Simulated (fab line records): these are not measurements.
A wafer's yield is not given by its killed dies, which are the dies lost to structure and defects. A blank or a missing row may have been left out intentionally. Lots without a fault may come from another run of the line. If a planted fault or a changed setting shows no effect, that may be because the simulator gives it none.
Matching of chambers / flow sky130 / 4 sister chambers for SKY_VIA2_CMP_02 on cmp-02
The step polishes SiO2. 8 wafers are shown with their chamber, then 9 later ones without.

## WAFERS, EACH WITH ITS CHAMBER
wafer=L077.5; chamber=2; motor current A (A)=11.5
wafer=L078.2; chamber=1; motor current A (A)=11.0
wafer=L078.6; chamber=3; motor current A (A)=14.4
wafer=L081.1; chamber=1; motor current A (A)=11.1
wafer=L081.6; chamber=0; motor current A (A)=12.5
wafer=L084.2; chamber=0; motor current A (A)=13.6
wafer=L084.3; chamber=3; motor current A (A)=14.2
wafer=L084.4; chamber=2; motor current A (A)=11.8

## WAFERS WITH NO CHAMBER GIVEN
wafer=L088.2; motor current A (A)=12.0
wafer=L088.3; motor current A (A)=11.2
wafer=L088.6; motor current A (A)=11.7
wafer=L090.2; motor current A (A)=11.2
wafer=L090.4; motor current A (A)=14.2
wafer=L090.6; motor current A (A)=11.5
wafer=L096.1; motor current A (A)=10.9
wafer=L096.2; motor current A (A)=12.9
wafer=L096.5; motor current A (A)=13.0

## EACH ONE'S CHAMBER
wafer=L088.2; from the rows above=can't be placed: 2 or 1 or 0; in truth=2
wafer=L088.3; from the rows above=can't be placed: 1 or 2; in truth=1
wafer=L088.6; from the rows above=can't be placed: 2 or 1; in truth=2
wafer=L090.2; from the rows above=can't be placed: 1 or 2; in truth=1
wafer=L090.4; from the rows above=3; in truth=3
wafer=L090.6; from the rows above=can't be placed: 2 or 1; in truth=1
wafer=L096.1; from the rows above=can't be placed: 1 or 2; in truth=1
wafer=L096.2; from the rows above=0; in truth=0
wafer=L096.5; from the rows above=0; in truth=0
Placed correctly: 3 of 9. Can't be placed from these rows: 6 (the true chamber is among the candidates in 6). Number placed wrongly: 0.
How it was worked out, from the rows above alone: a wafer's distance from a chamber is the root of the sum, over the readings, of the square of ((its reading less the chamber's mean) divided by the reading's scatter). If the next closest chamber is less than 2 further off than the closest, the wafer can't be placed; otherwise it belongs to the closest. Each chamber's mean is taken over the wafers shown for it. The scatter: take each reading less its chamber's mean, square it, sum over the shown wafers, divide by the number of wafers less the number of chambers, and take the root.
